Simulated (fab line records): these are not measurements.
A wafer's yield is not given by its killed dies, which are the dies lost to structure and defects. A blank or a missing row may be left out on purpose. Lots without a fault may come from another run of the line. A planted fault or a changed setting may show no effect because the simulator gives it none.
8D (eight disciplines) problem report, filled in by code    flow gf180mcu    the parts of the form that need people (team, actions taken, sign-off) are left out

## 1. THE ISSUE
At GF_HV_LDD_CD_MEAS_07, cd-nm averages 433.8 nm over 2 wafers from 2 lots, while fault-free wafers read 400.0 nm, standard deviation 1.6. That is +21 standard deviations from the usual mean.
The step: target cd 400 nm.
Earliest sighting: wafer L292.1 on cd-sem-01 at day 14 23:59. Wafers with a number at this step in the record: 42, from 14 lots. By rule, "out" or "out of limits" means more than 4 standard deviations away from the usual mean. All remaining wafers that have a number are taken as sound.

## 2. WHAT IT IS, WHAT IT ISN'T
question                     is                 is not
which readings at this step  cd-nm              -
which lots                   L290, L292         L277, L278, L279, L280, L281, L282, L283, L293, L295, L296, L299, L300
which wafers of those lots   L290.1, L292.1     L290.2, L290.5, L292.3, L292.4
read on which gauges         cd-sem-01          cd-sem-02
when                         from day 14 23:59  up to then (23 sound wafers); but 17 sound wafers of L290, L293, L295, L296, L299, L300 came after

## 3. SUSPECTS, AND WHAT RULES EACH OUT
Counting: any tool at a process step up to the reading remains a suspect provided it ran every lot that is out. Sound lots after the first of them don't rule it out here, since some wafers of a struck lot are sound.
- the gauge at GF_HV_LDD_CD_MEAS_07: kept. All the wafers that are out were read on cd-sem-01, and no step on other tools shows them out.
- litho-track-04 at GF_HV_LDD_DEVELOP_06 (develop time 60 s): kept. It ran every lot that is out, first L292 (day 14 23:50); its last sound lot up to then is L282 (day 11 17:44).
Remaining after the count are litho-track-04 at GF_HV_LDD_DEVELOP_06 and cd-sem-01 at GF_HV_LDD_CD_MEAS_07.

## 4. THE CAUSE (what the simulator had put in)
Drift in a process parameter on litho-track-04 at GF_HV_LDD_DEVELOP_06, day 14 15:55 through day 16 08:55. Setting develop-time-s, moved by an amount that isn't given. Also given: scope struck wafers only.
Of the 2 suspects that counting leaves, this tool is one.

## 5. THE CHAIN OF EFFECTS, in route order
One row per reading whose mean, taken over the struck wafers that have a number, lies over 3 standard deviations from the usual. Readings are gone through only where the record gives a usual standard deviation; hours: the median, over the lots, of the time from a lot's start at the first step in this table giving one to that lot's start at this step; sigmas: the change measured in usual standard deviations.
hours  step                  reading  usual     on struck wafers  change  sigmas
0      GF_HV_LDD_CD_MEAS_07  cd-nm    400.0 nm  433.8             +33.8   +21
Later measuring or inspecting steps at which every struck wafer that the step has a row for has a number for every such reading, and none has moved that far: GF_HV_LDD_CD_MEAS_46.

## 6. HOW IT WOULD HAVE BEEN CAUGHT EARLIER
Counted from the fault's start at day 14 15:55, it took 8 hours until the first out-of-limits reading at a measuring or inspecting step in this record, taken at day 14 23:59.
No tool reading at GF_HV_LDD_DEVELOP_06 that has a usual standard deviation in the record was out on any struck wafer, so an alarm limit of 4 standard deviations on those readings would not have fired.
Of the lots that are out (2), L290 began GF_HV_LDD_DEVELOP_06 on litho-track-04 after day 14 23:59. It would have been spared by a hold on the tool at that moment.
